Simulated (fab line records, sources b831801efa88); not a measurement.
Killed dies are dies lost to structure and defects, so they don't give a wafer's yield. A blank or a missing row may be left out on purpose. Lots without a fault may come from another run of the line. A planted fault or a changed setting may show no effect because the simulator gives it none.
Chamber matching | flow sfq_line | SFQ_TRILAYER_L0_CAP_PECVD_011 on pecvd-02: 3 sister chambers
The step deposits SiO2 from SiH4/N2O, time 13.333 s, target thk 60 nm. 14 wafers are shown with their chamber, then 7 later ones without.

WAFERS WITH THEIR CHAMBER
wafer  | chamber | throttle_valve_pct (%) | heater_power_w (W)
L273.1 | 1       | 24.6                   | 71
L273.2 | 0       | 23.8                   | 103
L273.6 | 0       | 23.7                   | 100
L276.2 | 1       | 24.7                   | 75
L276.3 | 0       | 24.0                   | 110
L276.6 | 2       | 24.3                   | 85
L279.1 | 0       | 23.9                   | 105
L279.3 | 1       | 24.6                   | 85
L279.6 | 0       | 23.9                   | 104
L280.2 | 0       | 23.8                   | 110
L280.5 | 0       | 24.0                   | 110
L280.6 | 2       | 24.3                   | 89
L281.1 | 2       | 24.2                   | 75
L281.3 | 1       | 24.5                   | 85

SIGNATURES (means of the wafers above)
reading            | chamber 0 | chamber 1 | chamber 2 | scatter within a chamber
throttle_valve_pct | 23.871    | 24.600    | 24.267    | 0.0958
heater_power_w     | 106.00    | 79.00     | 83.00     | 5.67
Rule: a wafer's distance from a chamber is the root of the sum, over the readings, of the square of ((its reading less the chamber's mean) divided by the reading's scatter). The wafer belongs to the nearest chamber; if the next one is less than 2 further off, it can't be placed. The scatter: the root of (the sum of the squares of (reading less its chamber's mean) over the shown wafers, divided by (wafers less chambers)).

WAFERS WITHOUT THEIR CHAMBER
wafer  | throttle_valve_pct (%) | heater_power_w (W)
L281.4 | 25.0                   | 87
L282.3 | 24.1                   | 91
L282.4 | 24.9                   | 78
L282.5 | 24.1                   | 93
L290.1 | 25.2                   | 71
L290.2 | 24.4                   | 81
L290.5 | 24.2                   | 79

WHICH CHAMBER EACH WENT THROUGH
wafer  | from the rows above     | in truth
L281.4 | 1                       | 1
L282.3 | can't be placed: 2 or 0 | 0
L282.4 | 1                       | 1
L282.5 | can't be placed: 2 or 0 | 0
L290.1 | 1                       | 1
L290.2 | can't be placed: 2 or 1 | 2
L290.5 | 2                       | 2
Placed correctly: 4 of 7. Can't be placed from these rows: 3 (the true chamber is among the candidates in 3). Placed wrongly: 0.
